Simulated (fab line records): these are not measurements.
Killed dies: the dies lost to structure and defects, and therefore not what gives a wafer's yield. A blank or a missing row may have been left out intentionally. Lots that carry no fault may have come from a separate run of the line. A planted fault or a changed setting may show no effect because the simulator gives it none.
fab line records -- flow sky130
record: lots: 5, wafers: 15, lastDay: 50
route steps=708 shown VIA1@470 METAL2@483 PAD_OPEN@708
lots that met no fault: from a run of the same line without faults
startH: the number of hours between the record's first day and the start of the first shown wafer of the lot -- waitH: time in hours since the lot's previous step -- " identical to the entry in the row above -- L1.1+2: one row covering several wafers at once -- - either no value or no given start -- * or withheld: withheld -- < > ~ a bound
route shown NAME@n: names a module that has steps shown in the file, with the first one's number in the route -- usual: mean/standard deviation of fault-free wafers -- same: alike in all rows -- chamber/n: place in a boat -- sites: the reading at each site -- _std_site: how widely they spread, as a standard deviation -- _edge_site: the outer-site mean with the inner-site mean subtracted -- radiusMm: how far each site lies from the wafer's centre -- mask NAME#n: copy n -- behind: the tool/chamber that last shaped the wafer -- hold: cause of the lot's hold/its duration in hours/its outcome -- device: which transistor (n, p or np) failed to switch -- end of line: the same wafers' tests at the end of the route -- where a step has no rows: the recipe by itself -- killed: at the first sort, the dies lost to defects and structure; wafer yield is something else -- map: dies across one wafer; x = killed, . = not, _ = none there
set.NAME: the setting as run; set.NAME@STEP: as run at that earlier step -- model.NAME: the simulator's own value behind a step, which no gauge read
lots at selected steps of the route; one table per step, one row per wafer
services: a tool's chamber out of use, with start hour (startH, from the record's first day; less than 0 if before it), hours out, and reason
== steps ==
step: SKY_VIA1_CD_MEAS_12
recipe: targetCdNm: 150
usual: cdNm: 149.6/1.6
lot.wafer,tool,chamber,startH,waitH,cdNm
L872.2,cdSem-02,-,805.13,-,147.7
L872.3,cdSem-02,-,805.13,-,147.7
L872.5,cdSem-02,-,805.13,-,147.3
L875.1,cdSem-01,-,836.18,-,150.4
L875.2,cdSem-01,-,836.18,-,150.8
L875.3,cdSem-01,-,836.18,-,151.9
L881.2,cdSem-01,-,882.58,-,150.0
L881.5,cdSem-01,-,882.58,-,151.3
L881.6,cdSem-01,-,882.58,-,152.8
L886.1,cdSem-02,-,909.90,-,148.8
L886.2,cdSem-02,-,909.90,-,147.8
L886.4,cdSem-02,-,909.90,-,151.1
L894.1,cdSem-02,-,961.03,-,148.9
L894.2,cdSem-02,-,961.03,-,148.3
L894.3,cdSem-02,-,961.03,-,148.2
step: SKY_VIA1_OVL_MEAS_13
usual: VIA1_OVL: 0/5.7
lot.wafer,tool,chamber,startH,waitH,VIA1_OVL[nm]
L872.2,overlay-01,-,805.23,0.1,-5
L872.3,overlay-01,-,805.23,0.1,-6
L872.5,overlay-01,-,805.23,0.1,-9
L875.1,overlay-01,-,836.30,0.1,1
L875.2,overlay-01,-,836.30,0.1,-2
L875.3,overlay-01,-,836.30,0.1,-2
L881.2,overlay-02,-,882.69,0.1,-10
L881.5,overlay-02,-,882.69,0.1,-8
L881.6,overlay-02,-,882.69,0.1,-7
L886.1,overlay-01,-,910.02,0.1,4
L886.2,overlay-01,-,910.02,0.1,4
L886.4,overlay-01,-,910.02,0.1,8
L894.1,overlay-01,-,961.15,0.1,3
L894.2,overlay-01,-,961.15,0.1,-4
L894.3,overlay-01,-,961.15,0.1,0
step: SKY_VIA1_ETCH_14
recipe: chemistry: N2/H2, target: BARC, ionEnergyEv: 200, sourceW: 500, biasW: 100, pressureMtorr: 30, n2FlowSccm: 100, h2FlowSccm: 200, stopOn: SiO2, timeS: 45.9, targetDepthA: 600
step: SKY_VIA1_ETCH_15
recipe: target: SiO2, chemistry: C4F8/O2/Ar, targetDepthNm: 351, stopOn: TiN, maskMaterial: KrF-thick, sourceW: 1500, biasW: 1200, pressureMtorr: 40, c4f8FlowSccm: withheld, O2_flow_sccm: 6, Ar_flow_sccm: 300, timeS: 54
usual: biasW: 1199/3.9, oesProductAu: 0.982/0.0058
lot.wafer,tool,chamber,startH,waitH,biasW,oesProductAu,rfHoursCounterH
L872.2,rieDiel-01,0,805.31,0.0,1205,0.981,10
L872.3,rieDiel-01,3,805.31,0.0,1200,0.970,9
L872.5,rieDiel-01,1,805.31,0.0,1199,0.983,-
L875.1,rieDiel-01,3,836.38,0.0,1207,0.982,10
L875.2,rieDiel-01,2,836.38,0.0,1196,0.981,4
L875.3,rieDiel-01,0,836.38,0.0,1201,0.991,11
L881.2,rieDiel-03,1,882.76,0.0,1201,0.982,24
L881.5,rieDiel-03,1,882.76,0.0,1204,0.977,-
L881.6,rieDiel-03,0,882.76,0.0,1194,0.987,-
L886.1,rieDiel-01,0,910.10,0.0,1197,0.988,13
L886.2,rieDiel-01,3,910.10,0.0,1202,0.991,12
L886.4,rieDiel-01,2,910.10,0.0,1202,0.987,6
L894.1,rieDiel-04,2,961.23,0.0,1197,0.987,10
L894.2,rieDiel-04,0,961.23,0.0,1197,0.985,3
L894.3,rieDiel-04,1,961.23,0.0,1195,0.987,11
step: SKY_VIA1_STRIP_16
recipe: chemistry: O2/N2, powerW: 1400, pressureMtorr: 1500, platenTempC: withheld, o2FlowSccm: 3000, n2FlowSccm: 300, overashFraction: 0.5
usual: drypumpMotorCurrentA: 5.8/0.32, oesProductAu: 0.416/0.0046, stripTimeToEndpointS: 4.457/0.02
lot.wafer,tool,chamber,startH,waitH,drypumpMotorCurrentA,oesProductAu,rfHoursCounterH,stripTimeToEndpointS
L872.2,plasmaAsher-01,0,805.35,0.0,6.3,0.420,97,4.443
L872.3,plasmaAsher-01,0,805.35,0.0,6.3,0.418,-,4.472
L872.5,plasmaAsher-01,0,805.35,0.0,6.3,0.418,-,4.469
L875.1,plasmaAsher-04,0,836.43,0.0,5.6,0.416,40,4.459
L875.2,plasmaAsher-04,1,836.43,0.0,5.9,0.410,40,4.432
L875.3,plasmaAsher-04,1,836.43,0.0,5.9,0.413,-,4.424
L881.2,plasmaAsher-04,0,882.80,0.0,5.6,0.417,45,4.444
L881.5,plasmaAsher-04,1,882.80,0.0,5.9,0.417,-,4.453
L881.6,plasmaAsher-04,0,882.80,0.0,5.6,0.416,-,4.477
L886.1,plasmaAsher-01,0,910.15,0.0,6.3,0.410,108,4.447
L886.2,plasmaAsher-01,1,910.15,0.0,5.6,0.417,108,4.463
L886.4,plasmaAsher-01,0,910.15,0.0,6.4,0.409,-,4.466
L894.1,plasmaAsher-04,0,961.28,0.0,5.6,0.419,53,4.449
L894.2,plasmaAsher-04,1,961.28,0.0,5.9,0.415,53,4.469
L894.3,plasmaAsher-04,1,961.28,0.0,5.9,0.418,-,4.470
step: SKY_VIA1_STRIP_17
recipe: chemistry: postEtchResidueRemover, timeS: 1200, tempC: 72.5
step: SKY_VIA1_CLEAN_18
recipe: chemistry: IPA, timeS: 180, tempC: 25
step: SKY_VIA1_CLEAN_19
recipe: chemistry: O3/DIW, dry: n2Spin
step: SKY_VIA1_SPUTTER_20
recipe: material: TiN, targetThkNm: 20, chamberPressurePa: 5, powerW: 4000, timeS: 80
usual: throttleValvePct: 29.8/1.2
lot.wafer,tool,chamber,startH,waitH,throttleValvePct
L872.2,pvdSputter-03,-,805.95,0.0,31.9
L872.3,pvdSputter-03,-,805.95,0.0,28.5
L872.5,pvdSputter-03,-,805.95,0.0,29.0
L875.1,pvdSputter-03,-,837.02,0.0,31.9
L875.2,pvdSputter-03,-,837.02,0.0,28.3
L875.3,pvdSputter-03,-,837.02,0.0,29.1
L881.2,pvdSputter-03,-,883.74,0.0,31.7
L881.5,pvdSputter-03,-,883.74,0.0,31.6
L881.6,pvdSputter-03,-,883.74,0.0,28.5
L886.1,pvdSputter-01,-,910.74,0.0,29.2
L886.2,pvdSputter-01,-,910.74,0.0,28.0
L886.4,pvdSputter-01,-,910.74,0.0,30.3
L894.1,pvdSputter-01,-,961.87,0.0,28.9
L894.2,pvdSputter-01,-,961.87,0.0,30.5
L894.3,pvdSputter-01,-,961.87,0.0,28.1
step: SKY_VIA1_CVD_21
recipe: material: W, targetThkNm: 270, timeS: 80.902, tempC: 400, pressureTorr: 40
usual: heaterPowerW: 795/99, susceptorTempC: 400.03/0.24
lot.wafer,tool,chamber,startH,waitH,heaterPowerW,susceptorTempC
L872.2,cvdW-02,1,806.01,0.0,676,399.67
L872.3,cvdW-02,0,806.01,0.0,792,400.18
L872.5,cvdW-02,1,806.01,0.0,659,399.81
L875.1,cvdW-02,0,837.08,0.0,792,399.88
L875.2,cvdW-02,1,837.08,0.0,664,399.92
L875.3,cvdW-02,1,837.08,0.0,672,399.68
L881.2,cvdW-02,0,883.80,0.0,800,400.18
L881.5,cvdW-02,1,883.80,0.0,679,399.90
L881.6,cvdW-02,0,883.80,0.0,786,399.81
L886.1,cvdW-02,1,910.80,0.0,680,399.61
L886.2,cvdW-02,0,910.80,0.0,752,399.96
L886.4,cvdW-02,0,910.80,0.0,789,399.89
L894.1,cvdW-02,1,961.93,0.0,671,400.14
L894.2,cvdW-02,0,961.93,0.0,792,400.07
L894.3,cvdW-02,0,961.93,0.0,779,399.82
step: SKY_VIA1_RS_MEAS_22
recipe: thkMeasGauge: four-point-probe, reads: W_of_VIA1_CVD_21+TiN_of_VIA1_SPUTTER_20
usual: VIA1_W_RS: 0.428/0.0041
lot.wafer,tool,chamber,startH,waitH,VIA1_W_RS[ohm/sq]
L872.2,filmMetro-03,-,806.12,0.1,0.429
L872.3,filmMetro-03,-,806.12,0.1,0.430
L872.5,filmMetro-03,-,806.12,0.1,0.423
L875.1,filmMetro-04,-,837.18,0.1,0.428
L875.2,filmMetro-04,-,837.18,0.1,0.429
L875.3,filmMetro-04,-,837.18,0.1,0.425
L881.2,filmMetro-04,-,883.91,0.1,0.426
L881.5,filmMetro-04,-,883.91,0.1,0.428
L881.6,filmMetro-04,-,883.91,0.1,0.427
L886.1,filmMetro-04,-,910.89,0.1,0.432
L886.2,filmMetro-04,-,910.89,0.1,0.422
L886.4,filmMetro-04,-,910.89,0.1,0.424
L894.1,filmMetro-01,-,962.02,0.1,0.430
L894.2,filmMetro-01,-,962.02,0.1,0.435
L894.3,filmMetro-01,-,962.02,0.1,0.436
step: SKY_VIA1_THK_MEAS_23
recipe: thkMeasGauge: xrf, reads: W_of_VIA1_CVD_21
usual: VIA1_W_THK: 263.5/2.8
lot.wafer,tool,chamber,startH,waitH,VIA1_W_THK[nm]
L872.2,filmMetro-03,-,806.23,0.1,259.3
L872.3,filmMetro-03,-,806.23,0.1,259.7
L872.5,filmMetro-03,-,806.23,0.1,263.4
L875.1,filmMetro-04,-,837.30,0.1,261.9
L875.2,filmMetro-04,-,837.30,0.1,261.9
L875.3,filmMetro-04,-,837.30,0.1,263.9
L881.2,filmMetro-04,-,884.02,0.1,266.2
L881.5,filmMetro-04,-,884.02,0.1,264.2
L881.6,filmMetro-04,-,884.02,0.1,265.4
L886.1,filmMetro-04,-,911.01,0.1,260.5
L886.2,filmMetro-04,-,911.01,0.1,265.5
L886.4,filmMetro-04,-,911.01,0.1,265.8
L894.1,filmMetro-01,-,962.14,0.1,265.6
L894.2,filmMetro-01,-,962.14,0.1,261.0
L894.3,filmMetro-01,-,962.14,0.1,260.7
step: SKY_VIA1_CMP_24
recipe: stopOn: SiO2, tOverpolishS: 15, downForcePsi: 3.5, platenRpm: 60, targetThkNm: 0, padVelocityMS: 0.94248
usual: motorCurrentA: 10.3/1, overpolishRunS: 14.999/0.0082, slurryFilterDpKPa: 13.50/0.14, tOverpolishS: 15/0, timeToEndpointS: 65/4.4
lot.wafer,tool,chamber,startH,waitH,motorCurrentA,overpolishRunS,slurryFilterDpKPa,tOverpolishS,timeToEndpointS
L872.2,cmp-01,1,806.38,0.1,10.1,14.988,13.62,15,67
L872.3,cmp-01,2,806.38,0.1,10.6,15.002,13.74,15,70
L872.5,cmp-01,3,806.38,0.1,9.9,14.998,13.69,15,63
L875.2,cmp-02,1,837.36,0.0,12.2,15.007,13.30,15,64
L875.3,cmp-02,2,837.36,0.0,10.2,14.987,13.58,15,65
L875.1,cmp-02,3,837.36,0.0,8.3,15.003,13.29,15,72
L881.2,cmp-02,0,884.12,0.1,12.0,18.133,13.47,18.123,64
L881.5,cmp-02,3,884.12,0.1,9.0,14.991,13.42,15,70
L881.6,cmp-02,0,884.12,0.1,12.2,18.138,13.47,18.123,64
L886.2,cmp-01,1,911.07,0.0,9.9,14.994,13.65,15,65
L886.4,cmp-01,3,911.07,0.0,9.8,15.001,13.27,15,56
L886.1,cmp-01,0,911.07,0.0,10.0,14.999,13.34,15,59
L894.2,cmp-01,3,962.20,0.0,9.8,15.013,13.57,15,58
L894.1,cmp-01,1,962.20,0.0,10.4,14.986,13.43,15,64
L894.3,cmp-01,2,962.20,0.0,10.3,15.005,13.43,15,66
step: SKY_METAL2_SPUTTER_00
recipe: material: Ti, targetThkNm: 15, powerW: 3000, timeS: 10, chamberPressurePa: 0.4
usual: throttleValvePct: 29.6/0.81
lot.wafer,tool,chamber,startH,waitH,throttleValvePct
L872.2,pvdSputter-01,-,806.58,0.1,30.2
L872.3,pvdSputter-01,-,806.58,0.1,28.2
L872.5,pvdSputter-01,-,806.58,0.1,29.0
L875.1,pvdSputter-04,-,837.66,0.1,29.7
L875.2,pvdSputter-04,-,837.66,0.1,29.8
L875.3,pvdSputter-04,-,837.66,0.1,29.6
L881.2,pvdSputter-04,-,884.37,0.2,29.6
L881.5,pvdSputter-04,-,884.37,0.2,29.8
L881.6,pvdSputter-04,-,884.37,0.2,31.5
L886.1,pvdSputter-02,-,911.37,0.1,28.9
L886.2,pvdSputter-02,-,911.37,0.1,28.5
L886.4,pvdSputter-02,-,911.37,0.1,30.3
L894.1,pvdSputter-02,-,962.50,0.1,30.2
L894.2,pvdSputter-02,-,962.50,0.1,29.6
L894.3,pvdSputter-02,-,962.50,0.1,28.9
step: SKY_PAD_OPEN_PROBE_99
usual: defectLimitedYield: 82.6/2.2, killed_at_M0_to_M3: 43/7.9, killed_at_M4_up: 2.9/1.8, killedAtContacts: 24/5.5, killedAtFrontEnd: 15/4.2, killedAtOther: 0.2/0.46, killedDies: 86/11, killedOpen: 47/8.1, killedShort: 39/6.4, sort_bin_3_pad_short: 0.9/0.44, sort_bin_5_function: 10.3/1.4, sort_bin_6_memory: 6.3/1.3, sortNPass: 406/11, sortYieldPct: 82.6/2.2
same: grossDies: 492, killedAtBackSide: 0, sort_bin_4_leakage[%]: 0, sort_bin_8_speed[%]: 0
lot.wafer,tool,chamber,startH,waitH,defectLimitedYield[%],killed_at_M0_to_M3,killed_at_M4_up,killedAtContacts,killedAtFrontEnd,killedAtOther,killedDies,killedOpen,killedShort,sort_bin_3_pad_short[%],sort_bin_5_function[%],sort_bin_6_memory[%],sortNPass,sortYieldPct[%]
L872.2,prober-02,-,1089.05,0.1,81.3,46,4,28,14,0,92,58,34,1.2,10.8,6.7,400,81.3
L872.3,prober-02,-,1089.10,0.2,82.7,36,0,32,17,0,85,53,32,1.2,10.8,5.3,407,82.7
L872.5,prober-02,-,1089.20,0.2,81.5,54,6,20,11,0,91,42,48,0.6,10.6,7.3,401,81.5
L875.1,prober-01,-,1111.16,0.1,81.7,40,5,29,16,0,90,47,43,1.0,10.2,7.1,402,81.7
L875.2,prober-01,-,1111.21,0.1,84.8,32,4,27,12,0,75,48,27,1.4,8.5,5.3,417,84.8
L875.3,prober-01,-,1111.26,0.2,84.8,37,0,25,13,0,75,36,39,0.4,8.5,6.3,417,84.8
L881.2,prober-01,-,1149.38,0.1,79.5,37,9,31,24,0,101,49,52,1.6,10.2,8.7,391,79.5
L881.5,prober-01,-,1149.53,0.2,84.8,38,2,26,9,0,75,30,45,1.0,7.9,6.3,417,84.8
L881.6,prober-01,-,1149.58,0.2,83.3,44,5,22,11,0,82,40,42,1.4,8.5,6.7,410,83.3
L886.1,prober-02,-,1168.88,0.1,81.3,51,1,22,17,1,92,50,42,1.0,11.8,5.9,400,81.3
L886.2,prober-02,-,1168.93,0.1,80.1,56,7,18,17,0,98,48,50,2.2,11.4,6.3,394,80.1
L886.4,prober-02,-,1169.03,0.2,81.7,52,4,22,12,0,90,49,41,0.8,10.4,7.1,402,81.7
L894.1,prober-02,-,1200.66,0.1,85.8,34,2,16,18,0,70,31,39,0.6,8.3,5.3,422,85.8
L894.2,prober-02,-,1200.71,0.1,83.9,38,1,24,16,0,79,40,39,0.6,9.1,6.3,413,83.9
L894.3,prober-02,-,1200.76,0.2,83.5,37,1,24,19,0,81,42,39,1.2,9.6,5.7,411,83.5
killed by level:class
L872.2 VIA1:geometricParticle:open=18 CONTACT:geometricParticle:open=11 VIA3:geometricParticle:open=8 CONTACT:geometricParticle:short=7 LI_CONTACT:geometricParticle:open=6 VIA3:geometricParticle:short=5 FIELD_ISO:geometricParticle:short=4 FIELD_ISO:geometricParticle:open=4
L872.3 CONTACT:geometricParticle:open=13 VIA1:geometricParticle:open=12 LI_CONTACT:geometricParticle:open=7 POLY_GATE:geometricParticle:open=6 CONTACT:geometricParticle:short=6 VIA3:geometricParticle:open=6 SPACER:geometricParticle:short=4 METAL2:geometricParticle:short=4
L872.5 METAL1:geometricParticle:short=9 METAL2:geometricParticle:short=9 CONTACT:geometricParticle:open=8 VIA1:geometricParticle:open=8 VIA3:geometricParticle:open=7 CONTACT:geometricParticle:short=6 POLY_GATE:geometricParticle:open=5 VIA3:geometricParticle:short=5
L875.1 VIA1:geometricParticle:open=14 CONTACT:geometricParticle:open=11 VIA1:geometricParticle:short=8 FIELD_ISO:geometricParticle:short=7 LI_CONTACT:geometricParticle:open=7 CONTACT:geometricParticle:short=6 FIELD_ISO:geometricParticle:open=4 VIA2:geometricParticle:open=4
L875.2 CONTACT:geometricParticle:open=14 POLY_GATE:geometricParticle:open=6 VIA1:geometricParticle:open=6 VIA2:geometricParticle:open=6 LI_CONTACT:geometricParticle:open=5 FIELD_ISO:geometricParticle:open=4 METAL2:geometricParticle:short=4 CONTACT:geometricParticle:short=4
L875.3 CONTACT:geometricParticle:short=6 LOCAL_INTERCONNECT:geometricParticle:short=6 CONTACT:geometricParticle:open=6 VIA1:geometricParticle:open=6 VIA3:geometricParticle:open=6 LI_CONTACT:geometricParticle:open=5 METAL1:geometricParticle:short=5 VIA2:geometricParticle:open=5
L881.2 CONTACT:geometricParticle:open=9 CONTACT:geometricParticle:short=9 POLY_GATE:geometricParticle:open=8 VIA1:geometricParticle:open=8 METAL4:geometricParticle:short=8 VIA2:geometricParticle:open=7 FIELD_ISO:geometricParticle:open=6 LOCAL_INTERCONNECT:geometricParticle:short=5
L881.5 CONTACT:geometricParticle:open=9 VIA1:geometricParticle:short=9 METAL2:geometricParticle:short=7 CONTACT:geometricParticle:short=6 VIA1:geometricParticle:open=6 LI_CONTACT:geometricParticle:open=5 LOCAL_INTERCONNECT:geometricParticle:short=5 METAL3:geometricParticle:short=5
L881.6 VIA1:geometricParticle:open=12 LI_CONTACT:geometricParticle:open=8 VIA1:geometricParticle:short=8 CONTACT:geometricParticle:open=6 METAL2:geometricParticle:short=6 FIELD_ISO:geometricParticle:short=4 CONTACT:geometricParticle:short=4 METAL1:geometricParticle:short=4
L886.1 VIA2:geometricParticle:open=10 VIA1:geometricParticle:open=9 CONTACT:geometricParticle:open=7 CONTACT:geometricParticle:short=6 VIA3:geometricParticle:open=6 POLY_GATE:geometricParticle:short=5 VIA2:geometricParticle:short=5 FIELD_ISO:geometricParticle:open=4
L886.2 VIA1:geometricParticle:short=11 VIA1:geometricParticle:open=10 METAL1:geometricParticle:short=9 VIA3:geometricParticle:open=7 POLY_GATE:geometricParticle:open=7 CONTACT:geometricParticle:open=7 METAL4:geometricParticle:short=6 VIA2:geometricParticle:open=6
L886.4 VIA1:geometricParticle:open=14 METAL1:geometricParticle:short=8 VIA2:geometricParticle:open=7 VIA3:geometricParticle:open=6 LI_CONTACT:geometricParticle:open=6 CONTACT:geometricParticle:open=6 VIA2:geometricParticle:short=5 FIELD_ISO:geometricParticle:short=4
L894.1 FIELD_ISO:geometricParticle:short=11 METAL1:geometricParticle:short=6 VIA3:geometricParticle:open=6 LI_CONTACT:geometricParticle:open=5 FIELD_ISO:geometricParticle:open=4 CONTACT:geometricParticle:open=4 VIA1:geometricParticle:short=4 VIA1:geometricParticle:open=4
L894.2 METAL1:geometricParticle:short=8 CONTACT:geometricParticle:open=7 VIA3:geometricParticle:open=7 FIELD_ISO:geometricParticle:open=6 CONTACT:geometricParticle:short=6 METAL3:geometricParticle:short=6 LI_CONTACT:geometricParticle:open=5 FIELD_ISO:geometricParticle:short=4
L894.3 CONTACT:geometricParticle:open=8 VIA1:geometricParticle:open=6 VIA2:geometricParticle:open=6 LI_CONTACT:geometricParticle:open=5 LOCAL_INTERCONNECT:geometricParticle:short=5 VIA1:geometricParticle:short=5 VIA3:geometricParticle:open=5 POLY_GATE:geometricParticle:open=4
== services ==
tool,chamber,startH,hours,kind
rieDiel-01,1,783.23,-,clean
rieDiel-01,1,783.23,15.0,scheduledDown
rieDiel-01,1,783.23,15.0,ventCycle
cmp-01,-,784.90,1.9,repair
pvdSputter-04,-,793.10,5.7,repair
rieDiel-04,0,793.97,5.3,repair
cmp-01,-,826.16,7.2,pm
plasmaAsher-04,-,830.09,0.3,repair
rieDiel-04,-,834.47,0.9,repair
pvdSputter-01,-,836.52,16.7,repair
pvdSputter-04,-,857.26,1.2,repair
pvdSputter-02,-,860.26,2.4,repair
rieDiel-01,1,879.58,9.8,repair
rieDiel-04,-,890.11,0.7,repair
cmp-02,-,897.99,7.2,pm
rieDiel-01,3,901.83,6.0,repair
rieDiel-01,3,911.02,10.0,repair
cmp-02,-,912.15,2.3,repair
cmp-02,-,914.48,4.0,pm
cmp-02,-,918.48,-,consumableReplace:conditioner
cmp-01,-,928.09,1.7,repair
rieDiel-04,3,928.11,5.2,repair
rieDiel-01,-,929.86,0.6,repair
plasmaAsher-04,-,951.30,2.8,pm
== key ==
firstSign: step: SKY_VIA1_CMP_24, reading: tOverpolishS, direction: up, sigmas: 99+, usual: 15, struck: 18.123
effect: step: SKY_VIA1_CMP_24, reading: overpolishRunS, direction: up, sigmas: 99+, usual: 14.999, struck: 18.136
metAt SKY_VIA1_CMP_24
struckWafers L881.2,L881.6
fault: kind: processParameterDrift, tool: cmp-02, chamber: 0, onsetH: 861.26, steps: SKY_VIA1_CMP_24, channel: tOverpolishS, offset: 3.123, shape: step, endH: 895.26, actsIn: theseRecipesOnly, stated: 15
